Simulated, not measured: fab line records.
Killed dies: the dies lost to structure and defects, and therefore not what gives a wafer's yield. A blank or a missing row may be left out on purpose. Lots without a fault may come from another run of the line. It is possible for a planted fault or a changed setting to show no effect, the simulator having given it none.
fab line records -- flow sky130
record lots=5, wafers=15, lastDay=50
route steps=708 shown VIA1@478 METAL2@483
lots that met no fault: from a run of the same line without faults
startH: the number of hours between the record's first day and the start of the first shown wafer of the lot -- waitH: hours since the lot's step before -- " same as the row above -- L1.1+2: a single row standing in for several wafers -- - either no value or no given start -- * or withheld: withheld -- < > ~ a bound
route shown NAME@n: names a module that has steps shown in the file, with the first one's number in the route -- usual: mean/standard deviation taken from wafers without a fault -- same: alike in all rows -- chamber/n: place in a boat -- sites: the reading at each site -- _std_site: how widely they spread, as a standard deviation -- _edge_site: the outer-site mean with the inner-site mean subtracted -- radiusMm: for every site, how far away it sits from the centre of the wafer -- mask NAME#n: copy n -- behind: the tool/chamber that last shaped the wafer -- hold: reason for holding the lot/hours on hold/outcome of the hold -- device: names the non-switching transistor (n, p or np) -- end of line: tests of these same wafers at the route's end -- step lacking rows: just its recipe -- killed: count of dies lost to structure and defects at first sort (not the wafer's yield) -- map: the dies of a wafer, with x for killed, . for not killed, _ for no die there
set.NAME: the setting the step ran with; set.NAME@STEP: the setting that earlier step ran with -- model.NAME: the simulator's own value behind a step, which no gauge read
certain route steps with their lots: each step a table, each wafer a row
services: from which hour (startH, from the record's first day; less than 0 if before it) a tool's chamber was out of use, for how many hours, and why
## steps
# step SKY_VIA1_SPUTTER_20
# recipe material=TiN, targetThkNm=20, chamberPressurePa=5, powerW=4000, timeS=80
# usual throttleValvePct=30.2/0.97
lot.wafer,tool,chamber,startH,waitH,throttleValvePct
L075.2,pvdSputter-01,-,812.98,0.0,30.7
L075.3,pvdSputter-01,-,812.98,0.0,28.6
L075.4,pvdSputter-01,-,812.98,0.0,29.3
L088.2,pvdSputter-02,-,903.53,0.0,29.7
L088.3,pvdSputter-02,-,903.53,0.0,31.3
L088.5,pvdSputter-02,-,903.53,0.0,31.6
L089.4,pvdSputter-01,-,906.44,0.0,28.6
L089.5,pvdSputter-01,-,906.44,0.0,28.5
L089.6,pvdSputter-01,-,906.44,0.0,30.6
L096.1,pvdSputter-03,-,960.05,0.0,30.6
L096.3,pvdSputter-03,-,960.05,0.0,29.4
L096.4,pvdSputter-03,-,960.05,0.0,30.6
L097.1,pvdSputter-02,-,963.92,0.0,31.2
L097.5,pvdSputter-02,-,963.92,0.0,31.2
L097.6,pvdSputter-02,-,963.92,0.0,31.3
# step SKY_VIA1_CVD_21
# recipe material=W, targetThkNm=270, timeS=80.902, tempC=400, pressureTorr=40
# usual heaterPowerW=842/76
lot.wafer,tool,chamber,startH,waitH,heaterPowerW
L075.2,cvdW-01,0,813.05,0.0,818
L075.3,cvdW-01,1,813.05,0.0,888
L075.4,cvdW-01,0,813.05,0.0,811
L088.2,cvdW-02,0,903.59,0.0,796
L088.3,cvdW-02,0,903.59,0.0,794
L088.5,cvdW-02,0,903.59,0.0,781
L089.4,cvdW-01,0,906.61,0.1,827
L089.5,cvdW-01,0,906.61,0.1,831
L089.6,cvdW-01,1,906.61,0.1,919
L096.1,cvdW-02,0,960.12,0.0,717
L096.3,cvdW-02,0,960.12,0.0,701
L096.4,cvdW-02,1,960.12,0.0,857
L097.1,cvdW-02,0,963.98,0.0,711
L097.5,cvdW-02,1,963.98,0.0,864
L097.6,cvdW-02,0,963.98,0.0,705
# step SKY_VIA1_RS_MEAS_22
# recipe thkMeasGauge=four-point-probe, reads=W_of_VIA1_CVD_21+TiN_of_VIA1_SPUTTER_20
# usual VIA1_W_RS=0.422/0.0045
lot.wafer,tool,chamber,startH,waitH,VIA1_W_RS[ohm/sq]
L075.2,filmMetro-03,-,813.16,0.1,0.415
L075.3,filmMetro-03,-,813.16,0.1,0.420
L075.4,filmMetro-03,-,813.16,0.1,0.414
L088.2,filmMetro-03,-,903.70,0.1,0.424
L088.3,filmMetro-03,-,903.70,0.1,0.418
L088.5,filmMetro-03,-,903.70,0.1,0.418
L089.4,filmMetro-01,-,906.73,0.1,0.424
L089.5,filmMetro-01,-,906.73,0.1,0.426
L089.6,filmMetro-01,-,906.73,0.1,0.423
L096.1,filmMetro-03,-,960.21,0.1,0.428
L096.3,filmMetro-03,-,960.21,0.1,0.433
L096.4,filmMetro-03,-,960.21,0.1,0.428
L097.1,filmMetro-02,-,964.07,0.1,0.427
L097.5,filmMetro-02,-,964.07,0.1,0.426
L097.6,filmMetro-02,-,964.07,0.1,0.427
# step SKY_VIA1_THK_MEAS_23
# recipe thkMeasGauge=xrf, reads=W_of_VIA1_CVD_21
# usual VIA1_W_THK=272/3.5
lot.wafer,tool,chamber,startH,waitH,VIA1_W_THK[nm]
L075.2,filmMetro-03,-,813.27,0.1,279
L075.3,filmMetro-03,-,813.27,0.1,276
L075.4,filmMetro-03,-,813.27,0.1,281
L088.2,filmMetro-03,-,903.81,0.1,274
L088.3,filmMetro-03,-,903.81,0.1,278
L088.5,filmMetro-03,-,903.81,0.1,279
L089.4,filmMetro-01,-,906.82,0.1,267
L089.5,filmMetro-01,-,906.82,0.1,270
L089.6,filmMetro-01,-,906.82,0.1,270
L096.1,filmMetro-03,-,960.33,0.1,271
L096.3,filmMetro-03,-,960.33,0.1,267
L096.4,filmMetro-03,-,960.33,0.1,270
L097.1,filmMetro-02,-,964.19,0.1,265
L097.5,filmMetro-02,-,964.19,0.1,265
L097.6,filmMetro-02,-,964.19,0.1,266
# step SKY_VIA1_CMP_24
# recipe stopOn=SiO2, tOverpolishS=15, downForcePsi=3.5, platenRpm=60, targetThkNm=0, padVelocityMS=0.94248
# usual motorCurrentA=10.6/1, overpolishRunS=15.000/0.0099, timeToEndpointS=66/3.8
lot.wafer,tool,chamber,startH,waitH,motorCurrentA,overpolishRunS,timeToEndpointS
L075.3,cmp-01,2,813.32,0.0,10.5,14.991,69
L075.2,cmp-01,0,813.32,0.0,12.5,15.008,73
L075.4,cmp-01,1,813.32,0.0,11.3,15.006,72
L088.2,cmp-02,3,903.86,0.0,10.8,14.998,64
L088.3,cmp-02,1,903.86,0.0,11.2,14.998,62
L088.5,cmp-02,3,903.86,0.0,10.7,15.008,65
L089.4,cmp-02,3,907.00,0.2,10.6,14.984,65
L089.5,cmp-02,0,907.00,0.2,11.7,15.012,64
L089.6,cmp-02,1,907.00,0.2,11.1,14.991,63
L096.3,cmp-01,2,960.39,0.0,10.5,14.983,69
L096.1,cmp-01,0,960.39,0.0,12.2,14.986,65
L096.4,cmp-01,1,960.39,0.0,10.6,14.986,67
L097.1,cmp-02,2,964.30,0.1,8.5,15.001,64
L097.6,cmp-02,1,964.30,0.1,11.7,15.006,58
L097.5,cmp-02,2,964.30,0.1,9.1,15.000,68
# step SKY_METAL2_SPUTTER_00
# recipe material=Ti, targetThkNm=15, powerW=3000, timeS=10, chamberPressurePa=0.4
# usual throttleValvePct=30.4/0.91
lot.wafer,tool,chamber,startH,waitH,throttleValvePct
L075.2,pvdSputter-01,-,813.62,0.1,28.7
L075.3,pvdSputter-01,-,813.62,0.1,31.3
L075.4,pvdSputter-01,-,813.62,0.1,29.2
L088.2,pvdSputter-04,-,904.16,0.2,31.0
L088.3,pvdSputter-04,-,904.16,0.2,29.9
L088.5,pvdSputter-04,-,904.16,0.2,29.7
L089.4,pvdSputter-01,-,907.15,0.1,29.0
L089.5,pvdSputter-01,-,907.15,0.1,28.7
L089.6,pvdSputter-01,-,907.15,0.1,30.6
L096.1,pvdSputter-04,-,960.69,0.1,31.2
L096.3,pvdSputter-04,-,960.69,0.1,29.6
L096.4,pvdSputter-04,-,960.69,0.1,29.9
L097.1,pvdSputter-04,-,964.55,0.2,31.1
L097.5,pvdSputter-04,-,964.55,0.2,29.5
L097.6,pvdSputter-04,-,964.55,0.2,31.0
# step SKY_METAL2_SPUTTER_01
# recipe material=TiN, targetThkNm=20, powerW=6500, timeS=16.7, chamberPressurePa=0.4
# usual throttleValvePct=30.4/0.91
lot.wafer,tool,chamber,startH,waitH,throttleValvePct
L075.2,pvdSputter-01,-,813.64,0.0,28.4
L075.3,pvdSputter-01,-,813.64,0.0,31.2
L075.4,pvdSputter-01,-,813.64,0.0,29.1
L088.2,pvdSputter-04,-,904.19,0.0,31.5
L088.3,pvdSputter-04,-,904.19,0.0,29.8
L088.5,pvdSputter-04,-,904.19,0.0,29.5
L089.4,pvdSputter-01,-,907.17,0.0,29.2
L089.5,pvdSputter-01,-,907.17,0.0,28.4
L089.6,pvdSputter-01,-,907.17,0.0,30.7
L096.1,pvdSputter-04,-,960.71,0.0,31.4
L096.3,pvdSputter-04,-,960.71,0.0,29.4
L096.4,pvdSputter-04,-,960.71,0.0,29.9
L097.1,pvdSputter-04,-,964.57,0.0,31.2
L097.5,pvdSputter-04,-,964.57,0.0,30.0
L097.6,pvdSputter-04,-,964.57,0.0,31.3
# step SKY_METAL2_SPUTTER_02
# recipe material=AlCu, targetThkNm=250, powerW=10600, timeS=13.3, chamberPressurePa=0.4
# usual throttleValvePct=30.4/0.92
lot.wafer,tool,chamber,startH,waitH,throttleValvePct
L075.2,pvdSputter-01,-,813.67,0.0,28.5
L075.3,pvdSputter-01,-,813.67,0.0,31.2
L075.4,pvdSputter-01,-,813.67,0.0,29.0
L088.2,pvdSputter-04,-,904.21,0.0,31.3
L088.3,pvdSputter-04,-,904.21,0.0,29.4
L088.5,pvdSputter-04,-,904.21,0.0,29.4
L089.4,pvdSputter-01,-,907.20,0.0,29.2
L089.5,pvdSputter-01,-,907.20,0.0,28.8
L089.6,pvdSputter-01,-,907.20,0.0,30.3
L096.1,pvdSputter-04,-,960.74,0.0,31.3
L096.3,pvdSputter-04,-,960.74,0.0,29.9
L096.4,pvdSputter-04,-,960.74,0.0,29.7
L097.1,pvdSputter-04,-,964.60,0.0,31.3
L097.5,pvdSputter-04,-,964.60,0.0,29.5
L097.6,pvdSputter-04,-,964.60,0.0,31.2
# step SKY_METAL2_SPUTTER_03
# recipe material=Ti, targetThkNm=5, powerW=3000, timeS=3.3, chamberPressurePa=0.4
# usual throttleValvePct=30.4/0.88
lot.wafer,tool,chamber,startH,waitH,throttleValvePct
L075.2,pvdSputter-01,-,813.69,0.0,28.7
L075.3,pvdSputter-01,-,813.69,0.0,31.0
L075.4,pvdSputter-01,-,813.69,0.0,29.1
L088.2,pvdSputter-04,-,904.24,0.0,31.0
L088.3,pvdSputter-04,-,904.24,0.0,29.9
L088.5,pvdSputter-04,-,904.24,0.0,29.6
L089.4,pvdSputter-01,-,907.22,0.0,28.9
L089.5,pvdSputter-01,-,907.22,0.0,28.9
L089.6,pvdSputter-01,-,907.22,0.0,30.4
L096.1,pvdSputter-04,-,960.76,0.0,31.0
L096.3,pvdSputter-04,-,960.76,0.0,29.9
L096.4,pvdSputter-04,-,960.76,0.0,29.9
L097.1,pvdSputter-04,-,964.62,0.0,31.2
L097.5,pvdSputter-04,-,964.62,0.0,29.6
L097.6,pvdSputter-04,-,964.62,0.0,31.5
# step SKY_METAL2_SPUTTER_04
# recipe material=TiN, targetThkNm=70, powerW=6500, timeS=58.3, chamberPressurePa=0.4
# usual throttleValvePct=30.4/0.91
lot.wafer,tool,chamber,startH,waitH,throttleValvePct
L075.2,pvdSputter-01,-,813.71,0.0,28.5
L075.3,pvdSputter-01,-,813.71,0.0,31.2
L075.4,pvdSputter-01,-,813.71,0.0,28.9
L088.2,pvdSputter-04,-,904.26,0.0,31.2
L088.3,pvdSputter-04,-,904.26,0.0,29.7
L088.5,pvdSputter-04,-,904.26,0.0,29.6
L089.4,pvdSputter-01,-,907.24,0.0,29.1
L089.5,pvdSputter-01,-,907.24,0.0,28.6
L089.6,pvdSputter-01,-,907.24,0.0,30.6
L096.1,pvdSputter-04,-,960.78,0.0,31.0
L096.3,pvdSputter-04,-,960.78,0.0,29.6
L096.4,pvdSputter-04,-,960.78,0.0,29.7
L097.1,pvdSputter-04,-,964.64,0.0,31.4
L097.5,pvdSputter-04,-,964.64,0.0,29.8
L097.6,pvdSputter-04,-,964.64,0.0,31.3
# step SKY_METAL2_RS_MEAS_05
# recipe thkMeasGauge=four-point-probe, reads=TiN_of_METAL2_SPUTTER_04+Ti_of_METAL2_SPUTTER_03+AlCu_of_METAL2_SPUTTER_02+TiN_of_METAL2_SPUTTER_01+Ti_of_METAL2_SPUTTER_00
# usual METAL2_ALCU_RS=0.1267/0.0015
lot.wafer,tool,chamber,startH,waitH,METAL2_ALCU_RS[ohm/sq]
L075.2,filmMetro-01,-,813.78,0.0,0.1257
L075.3,filmMetro-01,-,813.78,0.0,0.1257
L075.4,filmMetro-01,-,813.78,0.0,0.1277
L088.2,filmMetro-01,-,904.32,0.0,0.1277
L088.3,filmMetro-01,-,904.32,0.0,0.1258
L088.5,filmMetro-01,-,904.32,0.0,0.1255
L089.4,filmMetro-01,-,907.35,0.1,0.1270
L089.5,filmMetro-01,-,907.35,0.1,0.1249
L089.6,filmMetro-01,-,907.35,0.1,0.1243
L096.1,filmMetro-04,-,960.83,0.0,0.1294
L096.3,filmMetro-04,-,960.83,0.0,0.1269
L096.4,filmMetro-04,-,960.83,0.0,0.1274
L097.1,filmMetro-01,-,964.69,0.0,0.1277
L097.5,filmMetro-01,-,964.69,0.0,0.1256
L097.6,filmMetro-01,-,964.69,0.0,0.1277
# step SKY_METAL2_THK_MEAS_06
# recipe thkMeasGauge=xrf, reads=AlCu_of_METAL2_SPUTTER_02
# usual METAL2_ALCU_THK=250/3.1
lot.wafer,tool,chamber,startH,waitH,METAL2_ALCU_THK[nm]
L075.2,filmMetro-01,-,813.89,0.1,252
L075.3,filmMetro-01,-,813.89,0.1,253
L075.4,filmMetro-01,-,813.89,0.1,249
L088.2,filmMetro-01,-,904.43,0.1,250
L088.3,filmMetro-01,-,904.43,0.1,253
L088.5,filmMetro-01,-,904.43,0.1,253
L089.4,filmMetro-01,-,907.44,0.1,252
L089.5,filmMetro-01,-,907.44,0.1,254
L089.6,filmMetro-01,-,907.44,0.1,254
L096.1,filmMetro-04,-,960.95,0.1,244
L096.3,filmMetro-04,-,960.95,0.1,249
L096.4,filmMetro-04,-,960.95,0.1,251
L097.1,filmMetro-01,-,964.81,0.1,247
L097.5,filmMetro-01,-,964.81,0.1,250
L097.6,filmMetro-01,-,964.81,0.1,248
## services
tool,chamber,startH,hours,kind
pvdSputter-03,-,801.14,1.0,repair
cvdW-02,0,817.14,6.5,repair
pvdSputter-03,-,819.52,11.9,repair
pvdSputter-04,-,835.29,12.5,repair
pvdSputter-01,1,840.21,-,consumableReplace:kit
pvdSputter-01,1,840.21,18.0,scheduledDown
pvdSputter-01,1,840.21,18.0,ventCycle
cmp-02,-,843.37,5.6,repair
pvdSputter-03,-,847.56,12.9,repair
cvdW-02,-,872.50,6.9,pm
cmp-01,-,876.30,3.9,pm
cmp-02,-,884.25,6.9,pm
cmp-01,-,903.75,0.4,repair
cvdW-02,-,904.00,14.0,pm
cvdW-02,0,904.00,14.0,ventCycle
cvdW-02,1,904.00,14.0,ventCycle
pvdSputter-02,-,904.34,5.0,repair
pvdSputter-04,1,905.69,-,consumableReplace:kit
pvdSputter-04,1,905.69,18.0,scheduledDown
pvdSputter-04,1,905.69,18.0,ventCycle
cmp-02,-,915.22,4.0,pm
cvdW-02,0,918.00,-,clean
cvdW-01,-,922.62,0.5,repair
pvdSputter-01,-,959.15,2.2,repair
## key
fault none
